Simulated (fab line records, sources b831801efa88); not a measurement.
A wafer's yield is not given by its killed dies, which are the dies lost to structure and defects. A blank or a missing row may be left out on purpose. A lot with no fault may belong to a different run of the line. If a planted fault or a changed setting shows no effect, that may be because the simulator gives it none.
fab line records    flow sky130
record lots=13  wafers=39  last-day=50
route steps=708 shown POLY_CUT@319 SD_P@328 LI_CONTACT@371 PAD_OPEN@708
lots that met no fault: from a run of the same line without faults
start-h: the number of hours between the record's first day and the start of the first shown wafer of the lot    wait-h: how many hours have passed since the lot's step before this one    " same as the row above    L1.1+2: several wafers, shown together as one row    - no value, or no start given    * or withheld: withheld    < > ~ a bound
route shown NAME@n: NAME is a module with steps in the file, n the number in the route of the first one    usual: mean/standard deviation taken from wafers without a fault    same: alike in all rows    chamber/n: place in a boat    sites: the reading at each site    _std_site: how widely they spread, as a standard deviation    _edge_site: outer sites' mean less inner sites'    radius-mm: for every site, how far away it sits from the centre of the wafer    mask NAME#n: copy n    behind: tool/chamber where the wafer was last shaped    hold: why the lot went on hold/how many hours it stayed there/how the hold came to an end    device: names the non-switching transistor (n, p or np)    end of line: the same wafers' tests at the end of the route    step lacking rows: just its recipe    killed: at the first sort, the dies lost to defects and structure; wafer yield is something else    map: per-die view of a wafer (x killed, . not killed, _ where there is no die)
set.NAME: the setting the step ran with; set.NAME@STEP: the setting that earlier step ran with    model.NAME: the simulator's own value behind a step, which no gauge read
steps of the route over a sample of lots; a table a step, a row a wafer
services: when a tool's chamber went out of use (start-h, in hours from the record's first day, below 0 if earlier), for how many hours, and the reason
## steps
# step SKY_POLY_CUT_STRIP_12
# recipe chemistry=O2/N2  power-w=1400  pressure-mtorr=1500  platen-temp-c=withheld  o2-flow-sccm=3000  n2-flow-sccm=300  overash-fraction=0.5
# usual drypump-motor-current-A=6.0/0.51  oes-product-au=0.452/0.0049  strip-time-to-endpoint-s=5.360/0.019
lot.wafer  tool             chamber  start-h  wait-h  drypump-motor-current-A  oes-product-au  rf-hours-counter-h  strip-time-to-endpoint-s
L590.2     plasma-asher-03  1        583.82   0.0     6.0                      0.468           76                  5.359
L590.5     "                1        "        "       5.9                      0.451           -                   5.334
L590.6     "                0        "        "       6.5                      0.454           -                   5.358
L588.2     plasma-asher-02  1        584.28   0.0     6.2                      0.453           41                  5.389
L588.3     "                1        "        "       6.2                      0.460           -                   5.365
L588.4     "                0        "        "       5.0                      0.458           -                   5.391
L589.1     plasma-asher-04  0        584.40   0.0     6.3                      0.452           16                  5.353
L589.5     "                0        "        "       6.3                      0.446           -                   5.374
L589.6     "                1        "        "       6.2                      0.452           -                   5.357
L591.2     plasma-asher-02  1        594.33   0.0     6.2                      0.450           43                  5.361
L591.3     "                0        "        "       5.0                      0.457           -                   5.349
L591.4     "                1        "        "       6.2                      0.451           -                   5.366
L592.1     plasma-asher-04  0        599.37   0.0     6.3                      0.458           17                  5.365
L592.2     "                1        "        "       6.2                      0.452           17                  5.369
L592.6     "                0        "        "       6.3                      0.459           -                   5.373
L593.2     plasma-asher-04  0        607.08   0.0     6.2                      0.457           18                  5.353
L593.4     "                1        "        "       6.3                      0.450           -                   5.390
L593.6     "                0        "        "       6.3                      0.457           -                   5.370
L595.3     plasma-asher-02  0        624.05   0.1     5.0                      0.451           -                   5.351
L595.4     "                1        "        "       6.2                      0.448           -                   5.370
L595.5     "                1        "        "       6.2                      0.454           -                   5.371
L603.4     plasma-asher-03  1        708.92   0.1     5.9                      0.456           -                   5.378
L603.5     "                0        "        "       6.5                      0.451           -                   5.374
L603.6     "                1        "        "       5.9                      0.449           -                   5.393
L605.4     plasma-asher-04  0        709.00   0.1     6.3                      0.456           -                   5.363
L605.5     "                1        "        "       6.2                      0.459           -                   5.359
L605.6     "                0        "        "       6.3                      0.453           -                   5.369
L602.2     plasma-asher-03  0        709.54   0.0     6.5                      0.455           89                  5.328
L602.4     "                1        "        "       6.0                      0.443           -                   5.353
L602.5     "                0        "        "       6.5                      0.454           -                   5.364
L604.1     plasma-asher-04  0        710.42   0.0     6.3                      0.458           27                  5.359
L604.2     "                1        "        "       6.2                      0.447           27                  5.351
L604.6     "                0        "        "       6.2                      0.450           -                   5.355
L607.1     plasma-asher-04  1        727.17   0.0     6.2                      0.446           28                  5.312
L607.3     "                0        "        "       6.2                      0.451           -                   5.329
L607.6     "                0        "        "       6.3                      0.459           -                   5.330
L609.1     plasma-asher-04  0        756.59   0.0     6.3                      0.460           32                  5.363
L609.4     "                0        "        "       6.3                      0.446           -                   5.372
L609.5     "                0        "        "       6.3                      0.449           -                   5.386
# step SKY_SD_P_OVL_MEAS_08
# usual SD_P_OVL=-0.1/1.3
lot.wafer  tool        chamber  start-h  wait-h  SD_P_OVL[nm]
L590.2     overlay-01  -        613.25   0.1     1.6
L590.5     "           -        "        "       3.1
L590.6     "           -        "        "       2.8
L588.2     overlay-01  -        613.55   0.1     0.4
L588.3     "           -        "        "       -0.4
L588.4     "           -        "        "       -1.2
L589.1     overlay-01  -        613.85   0.1     -0.8
L589.5     "           -        "        "       0.4
L589.6     "           -        "        "       0.2
L591.2     overlay-01  -        623.55   0.1     0.4
L591.3     "           -        "        "       0.1
L591.4     "           -        "        "       0.6
L592.1     overlay-01  -        627.75   0.1     -1.4
L592.2     "           -        "        "       -2.5
L592.6     "           -        "        "       -1.4
L593.2     overlay-01  -        636.05   0.1     -1.9
L593.4     "           -        "        "       0.1
L593.6     "           -        "        "       -1.4
L595.3     overlay-01  -        652.36   0.1     -3.0
L595.4     "           -        "        "       -1.8
L595.5     "           -        "        "       -2.4
L603.4     overlay-01  -        736.25   0.1     0.1
L603.5     "           -        "        "       1.4
L603.6     "           -        "        "       0.5
L605.4     overlay-01  -        736.81   0.1     0.5
L605.5     "           -        "        "       -0.2
L605.6     "           -        "        "       -0.3
L602.2     overlay-01  -        737.45   0.1     0.0
L602.4     "           -        "        "       1.7
L602.5     "           -        "        "       -0.1
L604.1     overlay-01  -        738.11   0.1     0.1
L604.2     "           -        "        "       -1.1
L604.6     "           -        "        "       -0.1
L607.1     overlay-01  -        754.95   0.1     0.6
L607.3     "           -        "        "       0.8
L607.6     "           -        "        "       -0.3
L609.1     overlay-01  -        784.36   0.1     -1.1
L609.4     "           -        "        "       0.1
L609.5     "           -        "        "       -0.2
# step SKY_LI_CONTACT_EXPOSE_09
# recipe mask-id=LICM1  na=0.8  source-shape=annular  sigma-inner=0.55  sigma-outer=0.85  target-cd-nm=170  dose-mj=38
# same sigma-inner=0.55
lot.wafer   tool            chamber  start-h  wait-h  mask
L590.2+5+6  krf-scanner-02  0        685.42   -       LICM1#0
L588.2+3+4  krf-scanner-01  0        685.66   -       LICM1#0
L589.1+5+6  krf-scanner-02  0        685.93   -       LICM1#0
L591.2+3+4  krf-scanner-02  0        697.71   -       LICM1#0
L592.1+2+6  krf-scanner-02  0        701.23   -       LICM1#0
L593.2+4+6  krf-scanner-01  0        708.33   -       LICM1#0
L595.3+4+5  krf-scanner-02  0        726.02   -       LICM1#0
L603.4+5+6  krf-scanner-02  0        805.81   -       LICM1#0
L605.4+5+6  krf-scanner-01  0        807.26   -       LICM1#0
L602.2+4+5  krf-scanner-02  0        808.02   -       LICM1#0
L604.1+2+6  krf-scanner-01  0        808.98   -       LICM1#0
L607.1+3+6  krf-scanner-01  0        823.90   -       LICM1#0
L609.1+4+5  krf-scanner-01  0        852.20   -       LICM1#0
# step SKY_LI_CONTACT_CD_MEAS_12
# recipe target-cd-nm=170
# usual cd-nm=170.0/1.4
lot.wafer  tool       chamber  start-h  wait-h  cd-nm
L590.2     cd-sem-01  -        699.61   -       168.4
L590.5     "          -        "        "       168.0
L590.6     "          -        "        "       168.5
L588.2     cd-sem-02  -        700.15   -       168.8
L588.3     "          -        "        "       168.9
L588.4     "          -        "        "       168.6
L589.1     cd-sem-01  -        700.15   -       171.5
L589.5     "          -        "        "       169.4
L589.6     "          -        "        "       170.7
L591.2     cd-sem-02  -        710.57   -       171.5
L591.3     "          -        "        "       171.6
L591.4     "          -        "        "       171.2
L592.1     cd-sem-02  -        714.39   -       168.9
L592.2     "          -        "        "       168.4
L592.6     "          -        "        "       169.6
L593.2     cd-sem-02  -        721.82   -       168.8
L593.4     "          -        "        "       171.0
L593.6     "          -        "        "       170.0
L595.3     cd-sem-01  -        738.82   -       168.3
L595.4     "          -        "        "       168.0
L595.5     "          -        "        "       168.6
L603.4     cd-sem-01  -        819.31   -       165.9
L603.5     "          -        "        "       144.3
L603.6     "          -        "        "       167.6
L605.4     cd-sem-02  -        820.66   -       167.9
L605.5     "          -        "        "       167.0
L605.6     "          -        "        "       166.6
L602.2     cd-sem-01  -        821.01   -       164.8
L602.4     "          -        "        "       153.3
L602.5     "          -        "        "       165.5
L604.1     cd-sem-01  -        821.94   -       169.9
L604.2     "          -        "        "       169.9
L604.6     "          -        "        "       170.6
L607.1     cd-sem-02  -        837.33   -       171.2
L607.3     "          -        "        "       169.0
L607.6     "          -        "        "       170.9
L609.1     cd-sem-01  -        865.94   -       171.1
L609.4     "          -        "        "       169.0
L609.5     "          -        "        "       168.0
# step SKY_LI_CONTACT_OVL_MEAS_13
# usual LI_CONTACT_OVL=-3/5.3
lot.wafer  tool        chamber  start-h  wait-h  LI_CONTACT_OVL[nm]
L590.2     overlay-02  -        699.71   0.1     0
L590.5     "           -        "        "       -2
L590.6     "           -        "        "       2
L588.2     overlay-02  -        700.25   0.1     -1
L588.3     "           -        "        "       -5
L588.4     "           -        "        "       -4
L589.1     overlay-01  -        700.27   0.1     -3
L589.5     "           -        "        "       1
L589.6     "           -        "        "       -1
L591.2     overlay-01  -        710.68   0.1     0
L591.3     "           -        "        "       2
L591.4     "           -        "        "       -1
L592.1     overlay-02  -        714.51   0.1     -8
L592.2     "           -        "        "       -8
L592.6     "           -        "        "       1
L593.2     overlay-01  -        721.93   0.1     0
L593.4     "           -        "        "       0
L593.6     "           -        "        "       -6
L595.3     overlay-01  -        738.91   0.1     -3
L595.4     "           -        "        "       4
L595.5     "           -        "        "       -2
L603.4     overlay-01  -        819.39   0.1     -7
L603.5     "           -        "        "       -9
L603.6     "           -        "        "       4
L605.4     overlay-02  -        820.74   0.1     -8
L605.5     "           -        "        "       -8
L605.6     "           -        "        "       -4
L602.2     overlay-02  -        821.11   0.1     -10
L602.4     "           -        "        "       -9
L602.5     "           -        "        "       -17
L604.1     overlay-01  -        822.06   0.1     -3
L604.2     "           -        "        "       -5
L604.6     "           -        "        "       -2
L607.1     overlay-01  -        837.45   0.1     -6
L607.3     "           -        "        "       -2
L607.6     "           -        "        "       2
L609.1     overlay-02  -        866.06   0.1     -4
L609.4     "           -        "        "       0
L609.5     "           -        "        "       -7
# step SKY_PAD_OPEN_PROBE_99
# usual killed_at_M0_to_M3=43/6.8  killed_at_M4_up=3.2/1.7  killed-at-contacts=24/5.6  killed-at-front-end=15/4.7  killed-at-other=0.3/0.59  killed-dies=86/10  killed-open=47/6.8  killed-short=39/6.4
# same gross-dies=492  killed-at-back-side=0
lot.wafer  tool       chamber  start-h  wait-h  killed_at_M0_to_M3  killed_at_M4_up  killed-at-contacts  killed-at-front-end  killed-at-other  killed-dies  killed-open  killed-short
L588.2     prober-01  -        1091.81  0.1     40                  5                15                  17                   0                77           40           37
L588.3     prober-01  -        1091.86  0.2     43                  3                20                  18                   1                85           49           36
L588.4     prober-01  -        1091.91  0.2     39                  3                19                  15                   0                76           47           28
L591.2     prober-02  -        1104.01  0.1     40                  2                17                  11                   0                70           42           28
L591.3     prober-02  -        1104.06  0.2     38                  4                17                  17                   1                77           39           38
L591.4     prober-02  -        1104.11  0.2     34                  1                23                  19                   0                77           50           27
L593.2     prober-02  -        1107.32  0.1     40                  3                22                  17                   1                83           47           35
L593.4     prober-02  -        1107.42  0.2     36                  1                24                  21                   1                83           46           37
L593.6     prober-02  -        1107.52  0.2     44                  2                17                  13                   0                76           35           41
L595.3     prober-02  -        1124.11  0.2     56                  6                21                  23                   0                106          59           47
L595.4     prober-02  -        1124.16  0.2     61                  3                18                  22                   1                105          57           47
L595.5     prober-02  -        1124.21  0.2     57                  3                24                  23                   0                107          57           50
L603.4     prober-01  -        1179.13  0.2     32                  2                21                  24                   0                79           46           33
L603.5     prober-01  -        1179.18  0.2     35                  7                87                  28                   0                157          62           41
L603.6     prober-01  -        1179.23  0.2     31                  1                25                  16                   0                73           41           32
L604.1     prober-02  -        1182.06  0.1     41                  3                23                  21                   1                89           45           44
L604.2     prober-02  -        1182.11  0.1     32                  3                25                  19                   0                79           47           32
L604.6     prober-02  -        1182.31  0.2     37                  3                23                  13                   1                77           46           31
L602.2     prober-01  -        1182.11  0.1     37                  1                23                  8                    0                69           34           35
L602.4     prober-01  -        1182.21  0.2     45                  4                24                  17                   0                90           48           39
L602.5     prober-01  -        1182.26  0.2     42                  4                29                  15                   0                90           48           42
L609.1     prober-01  -        1204.60  0.1     43                  2                25                  17                   0                87           46           40
L609.4     prober-01  -        1204.75  0.2     42                  2                24                  16                   0                84           52           31
L609.5     prober-01  -        1204.80  0.2     44                  3                22                  17                   0                86           44           42
# killed by level:class
L588.2 CONTACT:geometric-particle:open=9 VIA2:geometric-particle:open=8 FIELD_ISO:geometric-particle:short=7 VIA1:geometric-particle:open=6 METAL2:geometric-particle:short=5 POLY_GATE:geometric-particle:short=5 VIA3:geometric-particle:open=5 LI_CONTACT:geometric-particle:open=5
L588.3 VIA1:geometric-particle:short=8 VIA1:geometric-particle:open=8 VIA2:geometric-particle:open=8 LI_CONTACT:geometric-particle:open=7 METAL2:geometric-particle:short=6 VIA3:geometric-particle:open=6 FIELD_ISO:geometric-particle:open=5 SPACER:geometric-particle:open=4
L588.4 VIA1:geometric-particle:open=10 FIELD_ISO:geometric-particle:open=9 CONTACT:geometric-particle:open=8 VIA2:geometric-particle:open=6 VIA3:geometric-particle:open=6 VIA1:geometric-particle:short=5 METAL2:geometric-particle:short=5 LI_CONTACT:geometric-particle:open=4
L591.2 VIA1:geometric-particle:open=14 CONTACT:geometric-particle:open=9 VIA2:geometric-particle:open=6 METAL2:geometric-particle:short=6 CONTACT:geometric-particle:short=4 METAL1:geometric-particle:short=4 POLY_GATE:geometric-particle:open=3 POLY_GATE:geometric-particle:short=3
L591.3 FIELD_ISO:geometric-particle:open=8 METAL1:geometric-particle:short=7 LI_CONTACT:geometric-particle:open=5 VIA1:geometric-particle:open=5 CONTACT:geometric-particle:open=5 METAL2:geometric-particle:short=5 VIA2:geometric-particle:open=5 CONTACT:geometric-particle:short=4
L591.4 VIA1:geometric-particle:open=13 CONTACT:geometric-particle:open=11 LI_CONTACT:geometric-particle:open=7 FIELD_ISO:geometric-particle:short=6 FIELD_ISO:geometric-particle:open=4 POLY_GATE:geometric-particle:short=4 CONTACT:geometric-particle:short=4 METAL2:geometric-particle:open=4
L593.2 CONTACT:geometric-particle:open=11 VIA3:geometric-particle:open=9 VIA2:geometric-particle:open=8 VIA1:geometric-particle:open=7 CONTACT:geometric-particle:short=6 FIELD_ISO:geometric-particle:open=4 FIELD_ISO:geometric-particle:short=4 METAL3:geometric-particle:short=4
L593.4 CONTACT:geometric-particle:open=11 FIELD_ISO:geometric-particle:short=9 VIA1:geometric-particle:open=9 LI_CONTACT:geometric-particle:open=6 VIA1:geometric-particle:short=5 METAL2:geometric-particle:short=5 FIELD_ISO:geometric-particle:open=4 POLY_GATE:geometric-particle:open=4
L593.6 VIA1:geometric-particle:open=9 METAL1:geometric-particle:short=8 CONTACT:geometric-particle:open=6 VIA1:geometric-particle:short=6 FIELD_ISO:geometric-particle:short=5 METAL3:geometric-particle:short=5 LI_CONTACT:geometric-particle:open=5 FIELD_ISO:geometric-particle:open=4
L595.3 VIA2:geometric-particle:open=12 VIA1:geometric-particle:open=10 METAL1:geometric-particle:short=8 CONTACT:geometric-particle:open=7 VIA3:geometric-particle:short=6 FIELD_ISO:geometric-particle:open=5 POLY_GATE:geometric-particle:short=5 POLY_GATE:geometric-particle:open=5
L595.4 VIA1:geometric-particle:open=13 VIA2:geometric-particle:open=8 METAL1:geometric-particle:short=7 FIELD_ISO:geometric-particle:open=6 POLY_GATE:geometric-particle:open=6 VIA3:geometric-particle:open=6 METAL2:geometric-particle:short=6 POLY_GATE:geometric-particle:short=5
L595.5 FIELD_ISO:geometric-particle:short=10 VIA1:geometric-particle:open=10 LI_CONTACT:geometric-particle:open=10 VIA3:geometric-particle:open=8 METAL2:geometric-particle:short=8 VIA2:geometric-particle:open=8 VIA1:geometric-particle:short=7 CONTACT:geometric-particle:open=6
L603.4 VIA1:geometric-particle:open=10 CONTACT:geometric-particle:open=9 FIELD_ISO:geometric-particle:open=8 POLY_GATE:geometric-particle:open=5 POLY_GATE:geometric-particle:short=5 LOCAL_INTERCONNECT:geometric-particle:short=5 METAL2:geometric-particle:short=4 VIA3:geometric-particle:short=4
L603.5 LI_CONTACT:area-expose=54 CONTACT:geometric-particle:open=14 POLY_GATE:geometric-particle:open=9 VIA1:geometric-particle:open=9 CONTACT:geometric-particle:short=9 FIELD_ISO:geometric-particle:open=8 LI_CONTACT:geometric-particle:open=7 METAL2:geometric-particle:short=7
L603.6 CONTACT:geometric-particle:open=14 VIA1:geometric-particle:open=7 POLY_GATE:geometric-particle:short=5 FIELD_ISO:geometric-particle:short=4 LI_CONTACT:geometric-particle:open=4 LOCAL_INTERCONNECT:geometric-particle:short=4 METAL1:geometric-particle:short=4 VIA3:geometric-particle:open=4
L604.1 POLY_GATE:geometric-particle:short=8 CONTACT:geometric-particle:open=8 CONTACT:geometric-particle:short=7 VIA1:geometric-particle:open=7 VIA3:geometric-particle:open=7 VIA2:geometric-particle:open=6 METAL1:geometric-particle:short=5 METAL2:geometric-particle:short=4
L602.2 LI_CONTACT:geometric-particle:open=8 VIA3:geometric-particle:open=7 LOCAL_INTERCONNECT:geometric-particle:short=6 METAL2:geometric-particle:short=6 VIA1:geometric-particle:open=5 POLY_GATE:geometric-particle:short=4 CONTACT:geometric-particle:open=4 METAL3:geometric-particle:short=4
L604.2 CONTACT:geometric-particle:open=11 LI_CONTACT:geometric-particle:open=6 VIA2:geometric-particle:open=6 VIA1:geometric-particle:open=6 FIELD_ISO:geometric-particle:open=4 LOCAL_INTERCONNECT:geometric-particle:short=4 VIA3:geometric-particle:open=4 POLY_GATE:geometric-particle:short=3
L602.4 VIA3:geometric-particle:open=10 VIA1:geometric-particle:open=8 METAL2:geometric-particle:short=8 LI_CONTACT:geometric-particle:open=7 CONTACT:geometric-particle:open=6 POLY_GATE:geometric-particle:short=5 POLY_GATE:geometric-particle:open=4 VIA2:geometric-particle:open=4
L602.5 LI_CONTACT:geometric-particle:open=9 VIA1:geometric-particle:open=8 LOCAL_INTERCONNECT:geometric-particle:short=8 METAL2:geometric-particle:short=8 METAL1:geometric-particle:short=7 VIA3:geometric-particle:open=6 CONTACT:geometric-particle:open=6 POLY_GATE:geometric-particle:open=5
L604.6 VIA1:geometric-particle:open=11 CONTACT:geometric-particle:open=9 VIA1:geometric-particle:short=7 VIA3:geometric-particle:open=6 CONTACT:geometric-particle:short=5 METAL1:geometric-particle:short=4 METAL2:geometric-particle:short=4 FIELD_ISO:geometric-particle:open=3
L609.1 VIA1:geometric-particle:open=10 VIA3:geometric-particle:open=8 CONTACT:geometric-particle:short=8 LI_CONTACT:geometric-particle:open=7 CONTACT:geometric-particle:open=7 VIA1:geometric-particle:short=6 FIELD_ISO:geometric-particle:open=5 SPACER:geometric-particle:open=4
L609.4 FIELD_ISO:geometric-particle:open=9 VIA1:geometric-particle:open=9 LI_CONTACT:geometric-particle:open=7 METAL1:geometric-particle:short=7 CONTACT:geometric-particle:open=6 VIA2:geometric-particle:open=6 VIA3:geometric-particle:open=5 FIELD_ISO:geometric-particle:short=4
L609.5 VIA1:geometric-particle:open=14 METAL1:geometric-particle:short=9 LI_CONTACT:geometric-particle:open=7 LOCAL_INTERCONNECT:geometric-particle:short=6 VIA2:geometric-particle:open=6 FIELD_ISO:geometric-particle:short=4 FIELD_ISO:geometric-particle:open=3 POLY_GATE:geometric-particle:short=3
## services
tool             chamber  start-h  hours  kind
krf-scanner-01   -        568.52   0.8    pm
krf-scanner-02   -        570.19   0.6    repair
krf-scanner-02   -        577.83   3.7    repair
plasma-asher-04  -        585.88   5.4    repair
plasma-asher-02  -        596.37   5.2    repair
krf-scanner-01   -        612.21   2.0    repair
krf-scanner-01   -        619.22   3.6    pm
plasma-asher-04  -        621.25   11.8   repair
krf-scanner-02   -        642.25   1.3    pm
krf-scanner-01   -        652.31   1.3    pm
krf-scanner-02   -        657.00   1.0    pm
krf-scanner-01   -        658.34   0.8    pm
krf-scanner-02   -        679.27   0.8    pm
krf-scanner-01   -        680.13   4.4    pm
krf-scanner-01   -        686.98   1.0    pm
krf-scanner-01   -        737.32   0.8    pm
krf-scanner-02   -        764.94   5.5    pm
krf-scanner-02   -        780.92   4.0    pm
krf-scanner-02   -        805.13   0.1    repair
krf-scanner-02   -        818.15   1.3    pm
krf-scanner-02   -        826.00   1.0    pm
krf-scanner-01   -        828.28   1.3    pm
plasma-asher-04  -        840.38   3.2    repair
krf-scanner-02   -        848.07   0.8    pm
## key
first-sign step=SKY_LI_CONTACT_CD_MEAS_12  reading=cd-nm  direction=down  sigmas=6.9  usual=170.0  struck=160.2  wafers-moved=5
effect step=SKY_PAD_OPEN_PROBE_99  reading=killed-at-contacts  direction=up  sigmas=1.9  usual=24  struck=35  wafers-moved=1
met-at SKY_LI_CONTACT_EXPOSE_09
struck-lots L602,L603
tester-left-out L602,L603
not-acting-at SKY_POLY_CUT_STRIP_12,SKY_SD_P_OVL_MEAS_08,SKY_LI_CONTACT_OVL_MEAS_13
onset-between 726.02 805.81
fault kind=process-parameter-drift  tool=krf-scanner-02  chamber=-  onset-h=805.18  steps=SKY_LI_CONTACT_EXPOSE_09  channel=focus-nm  offset=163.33  spread-by-wafer=0.3  shape=step  end-h=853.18
# tester-left-out: of these lots the tester's yield and bins aren't shown, on N5 and GAA mostly nor the transistor test; their killed dies are dies lost to structure and defects alone, not to doping, threshold or leakage, so they don't give the yield
